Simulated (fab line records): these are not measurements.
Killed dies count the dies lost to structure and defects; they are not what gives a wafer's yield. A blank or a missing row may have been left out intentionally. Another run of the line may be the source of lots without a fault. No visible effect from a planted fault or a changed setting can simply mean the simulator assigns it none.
Which tool did it? ; flow sky130 ; 12 lots with 36 wafers sampled at 2 steps, on a route of 708 steps

## WHAT THE GAUGES READ, wafer by wafer
SKY_VIA4_BOW_MEAS_03. Usual: VIA4_BOW gives 81 um (standard deviation 8.9).
lot;measured;on;VIA4_BOW (um);flag
L728;day 42 07:45;film metro-03;83 86 70;
L729;day 42 09:14;film metro-04;97 94 100;
L730;day 42 09:32;film metro-04;88 89 87;
L732;day 43 06:22;film metro-02;85 78 80;
L734;day 43 14:26;film metro-04;81 76 64;
L735;day 43 22:43;film metro-04;86 85 89;
L744;day 45 21:09;film metro-02;81 92 82;
L745;day 46 20:29;film metro-02;77 88 87;
L747;day 47 00:00;film metro-03;80 81 92;
L748;day 47 00:16;film metro-03;78 92 77;
L750;day 47 15:37;film metro-03;68 65 60;
L751;day 47 15:56;film metro-04;96 76 84;

## TOOL THAT RAN EACH LOT (tool first, then ch and the chambers of the sampled wafers, then the start)
lot;SKY_CAP2M_METAL_ETCH_13
L728;rie metal-03 ch 0,1, day 41 06:08
L729;rie metal-01 ch 0,1, day 41 08:02
L730;rie metal-04 ch 0,1, day 41 08:23
L732;rie metal-04 ch 0,1, day 42 04:38
L734;rie metal-01 ch 0,1, day 42 12:47
L735;rie metal-04 ch 0, day 42 22:11
L744;rie metal-04 ch 0,1, day 44 21:35
L745;rie metal-01 ch 1, day 45 17:23
L747;rie metal-03 ch 0,1, day 46 00:34
L748;rie metal-01 ch 1, day 46 00:55
L750;rie metal-04 ch 0,1, day 46 17:23
L751;rie metal-01 ch 0, day 46 18:25
- SKY_CAP2M_METAL_ETCH_13: etches TiN in Cl2/BCl3, stops on SiO2, target depth 220 nm, time 62.9 s.

## AS READ BY THE TOOLS THEMSELVES (means over the sampled wafers that have a number; for cases with no such wafer, the mark the record gives instead)
SKY_CAP2M_METAL_ETCH_13. Usual: drypump motor current A 5.72 A, standard deviation 0.12; oes product au 0.942 a.u., standard deviation 0.0091; throttle valve pct 21.901 %, standard deviation 0.011.
lot;tool;drypump motor current A (A);oes product au (a.u.);throttle valve pct (%);flag
L728;rie metal-03;5.80;0.933;21.908;
L729;rie metal-01;5.77;0.939;21.905;
L730;rie metal-04;5.57;0.929;21.923;
L732;rie metal-04;5.63;0.954;21.890;
L734;rie metal-01;5.86;0.933;21.907;
L735;rie metal-04;5.72;0.940;21.905;
L744;rie metal-04;5.64;0.955;21.888;
L745;rie metal-01;5.92;0.951;21.898;
L747;rie metal-03;5.75;0.936;21.901;
L748;rie metal-01;5.91;0.943;21.905;
L750;rie metal-04;5.59;0.937;21.905;
L751;rie metal-01;5.70;0.948;21.894;

## THE ANSWER, worked out from the rows above alone
Rule: a lot is off if the mean of its wafers that have a number lies more than 3 standard deviations from the usual mean. A lot without any number at a reading at which 4 lots or more have one is off too. Where the step has rows for the other lots, those lots are counted as sound. Order of review: gauges by route order, followed by the tools' own readings, for which a lot's mean as printed above is used. At the first step where some lot is off, the reading lying furthest off is the one used; lots without a number count as furthest.
No lot is off at any reading shown: from this, nothing can be told.

## WHAT THE SIMULATOR HAD PUT IN
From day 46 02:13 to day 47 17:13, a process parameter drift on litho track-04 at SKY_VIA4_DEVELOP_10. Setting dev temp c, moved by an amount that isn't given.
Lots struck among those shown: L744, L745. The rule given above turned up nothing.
